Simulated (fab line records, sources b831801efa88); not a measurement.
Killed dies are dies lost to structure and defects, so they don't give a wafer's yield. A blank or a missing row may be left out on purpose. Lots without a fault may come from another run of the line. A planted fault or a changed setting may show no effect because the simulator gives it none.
One fault seen from 2 desks | flow gf180mcu | each desk has only its own numbers; what lay behind them comes last

THE METROLOGY DESK
What the gauges read, lot by lot, whatever tool the lot ran on: means of the sampled wafers that have a number. A lot is out of limits, marked OUT, if its mean lies more than 4 standard deviations from the usual mean; the brackets give that distance.
Columns: A = cd_nm at GF_V1_CD_MEAS_14, usual 260.0 nm
lot  | first seen here | A
L498 | day 18 04:52    | 261.1
L499 | day 18 06:37    | 260.9
L500 | day 18 22:21    | 261.0
L501 | day 19 16:46    | 259.4
L503 | day 20 07:19    | 259.9
L504 | day 20 13:58    | 258.4
L505 | day 20 22:57    | 260.3
L511 | day 23 01:23    | 258.8
L516 | day 24 18:52    | 258.4
L517 | day 24 20:18    | 260.0
L519 | day 25 15:33    | 259.5
L520 | day 25 16:13    | 259.4
L521 | day 26 00:09    | 262.8
This desk's finding: nothing out of limits on any of the 13 lots.

THE TOOL OWNER'S DESK: rie_diel-01
The tool's own readings at GF_POLY_GATE_ETCH_12 (etches BARC in N2/H2): means of the sampled wafers that have a number, for each lot that ran on this tool. A lot is out of limits, marked OUT, if its mean lies more than 4 standard deviations from the usual mean; the brackets give that distance.
Columns: A = drypump_motor_current_A at GF_POLY_GATE_ETCH_12, usual 5.6 A; B = h2_flow_sccm at GF_POLY_GATE_ETCH_12, usual 200.1 sccm; C = oes_product_au at GF_POLY_GATE_ETCH_12, usual 0.735 a.u.; D = rf_fwd_power_W at GF_POLY_GATE_ETCH_12, usual 495.8 W; E = throttle_valve_pct at GF_POLY_GATE_ETCH_12, usual 13.214 %
lot  | first seen here | A   | B     | C     | D               | E
L499 | day 9 10:25     | 5.2 | 199.9 | 0.735 | 496.0           | 13.212
L504 | day 11 03:49    | 5.3 | 199.9 | 0.736 | 496.2           | 13.217
L505 | day 11 07:34    | 5.2 | 200.1 | 0.736 | 493.5           | 13.223
L516 | day 14 14:33    | 5.1 | 200.0 | 0.732 | 468.7 (-16) OUT | 13.203
This desk's finding: out of limits on L516; first on L516, day 14 14:33 (rf_fwd_power_W at GF_POLY_GATE_ETCH_12). In limits: L499, L504, L505.

PUT TOGETHER
The tool owner's desk could have raised an alarm at day 14 14:33, on L516.
The metrology desk saw nothing out of limits.
The metrology desk has L516 on record, within its limits.
Of the lots named, all ran GF_POLY_GATE_ETCH_12 on rie_diel-01.

WHAT THE SIMULATOR HAD PUT IN
Process parameter drift: rie_diel-01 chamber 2, from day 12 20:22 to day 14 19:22, at GF_POLY_GATE_ETCH_12. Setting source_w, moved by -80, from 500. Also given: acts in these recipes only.
Lots struck among those shown: L516.
Hours from the fault's start to each desk's first reading out of limits: the tool owner's desk, 42.
